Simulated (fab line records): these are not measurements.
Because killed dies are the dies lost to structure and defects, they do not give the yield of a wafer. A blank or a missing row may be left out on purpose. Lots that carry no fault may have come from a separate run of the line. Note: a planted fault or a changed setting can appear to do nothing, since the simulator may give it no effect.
Commonality check across tools + flow sky130 + 14 lots, 51 wafers sampled

WHY THIS WAS OPENED
At SKY_SD_N_RS_MEAS_16 the reading SD_N_RS is flagged on 3 of 14 lots. Wafers without a fault read 68.67 ohm/sq, standard deviation 0.17.
Rule: a lot gets a flag if all its wafers with a number sit over 4 standard deviations from that mean, or if no wafer of it has a number. The other lots count as sound.

| lot  | measured     | on            | SD_N_RS (ohm/sq), wafer by wafer    | flag    |
|------|--------------|---------------|-------------------------------------|---------|
| L708 | day 28 18:56 | film-metro-02 | 68.42 68.51 68.43                   |         |
| L709 | day 29 03:39 | film-metro-03 | 68.85 68.80 68.88                   |         |
| L710 | day 29 06:58 | film-metro-03 | 69.06 68.73 68.72                   |         |
| L711 | day 29 15:46 | film-metro-01 | 68.57 68.61 68.48                   |         |
| L713 | day 31 01:31 | film-metro-03 | 68.81 68.84 68.91                   |         |
| L714 | day 31 04:03 | film-metro-03 | 68.78 68.80 68.77                   |         |
| L715 | day 31 05:28 | film-metro-03 | 68.70 68.89 68.81                   |         |
| L717 | day 31 13:07 | film-metro-03 | 69.01 68.79 68.83                   |         |
| L720 | day 32 22:28 | film-metro-03 | 71.58 71.53 71.50 71.49 71.61 71.50 | FLAGGED |
| L721 | day 33 00:37 | film-metro-01 | 68.72 68.51 68.53                   |         |
| L722 | day 33 11:50 | film-metro-02 | 71.34 71.26 71.33 71.39 71.35 71.19 | FLAGGED |
| L723 | day 33 12:02 | film-metro-01 | 68.62 68.68 68.73                   |         |
| L724 | day 33 15:26 | film-metro-01 | 71.30 71.41 71.44 71.50 71.44 71.42 | FLAGGED |
| L729 | day 35 14:08 | film-metro-02 | 68.64 68.46 68.53                   |         |
Average over the flagged lots: 71.42 ohm/sq; offset from the usual +2.75 ohm/sq, equal to +16 standard deviations.

WHICH TOOL RAN EACH LOT
The record holds 1 process step before the reading, out of a route of 708 steps. In each cell: the tool, then ch and the chambers that the sampled wafers went through, then the start.
| lot  | flag    | SKY_SD_N_RTA_14                  |
|------|---------|----------------------------------|
| L708 |         | rtp-anneal-02 ch 0, day 28 18:45 |
| L709 |         | rtp-anneal-01 ch 0, day 29 03:28 |
| L710 |         | rtp-anneal-02 ch 0, day 29 06:46 |
| L711 |         | rtp-anneal-01 ch 0, day 29 15:36 |
| L713 |         | rtp-anneal-01 ch 0, day 31 01:19 |
| L714 |         | rtp-anneal-02 ch 0, day 31 03:49 |
| L715 |         | rtp-anneal-01 ch 0, day 31 05:16 |
| L717 |         | rtp-anneal-02 ch 0, day 31 12:55 |
| L720 | FLAGGED | rtp-anneal-02 ch 0, day 32 22:18 |
| L721 |         | rtp-anneal-01 ch 0, day 33 00:27 |
| L722 | FLAGGED | rtp-anneal-02 ch 0, day 33 11:36 |
| L723 |         | rtp-anneal-01 ch 0, day 33 11:51 |
| L724 | FLAGGED | rtp-anneal-02 ch 0, day 33 15:14 |
| L729 |         | rtp-anneal-01 ch 0, day 35 13:58 |
These steps, and what they do:
- SKY_SD_N_RTA_14: time 2 s.
- SKY_SD_N_RS_MEAS_16: measures by four-point-probe.

FLAGGED OVER TOTAL, TOOL BY TOOL (the gauges that took the reading come last)
| step                | tool          | lots run | flagged | share of the flagged lots | sound lots run after its first flagged lot |
|---------------------|---------------|----------|---------|---------------------------|--------------------------------------------|
| SKY_SD_N_RTA_14     | rtp-anneal-01 | 7        | 0       | none                      | -                                          |
| SKY_SD_N_RTA_14     | rtp-anneal-02 | 7        | 3       | all                       | 0                                          |
| SKY_SD_N_RS_MEAS_16 | film-metro-01 | 4        | 1       | some                      | 0                                          |
| SKY_SD_N_RS_MEAS_16 | film-metro-02 | 3        | 1       | some                      | 1 (L729)                                   |
| SKY_SD_N_RS_MEAS_16 | film-metro-03 | 7        | 1       | some                      | 0                                          |

THE TABLE: WHAT IT ALLOWS
All flagged lots share 1 row of the table, namely rtp-anneal-02 at SKY_SD_N_RTA_14.
- rtp-anneal-02 at SKY_SD_N_RTA_14: 3 of its 7 lots flagged. A fault beginning between L717 (day 31 12:55), its last sound lot, and L720 (day 32 22:18), its first flagged one, fits the data. Its own readings (lamp-power-pct, wafer_temp_C_max) fall more than 4 standard deviations out on all wafers of the flagged lots.
What remains is a single tool, rtp-anneal-02 at SKY_SD_N_RTA_14.

WHAT WAS PUT IN BY THE SIMULATOR
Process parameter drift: rtp-anneal-02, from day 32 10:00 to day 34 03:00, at SKY_SD_N_RTA_14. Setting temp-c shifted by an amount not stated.
Lots struck among those shown: L720, L722, L724. The rule above reached the same finding.
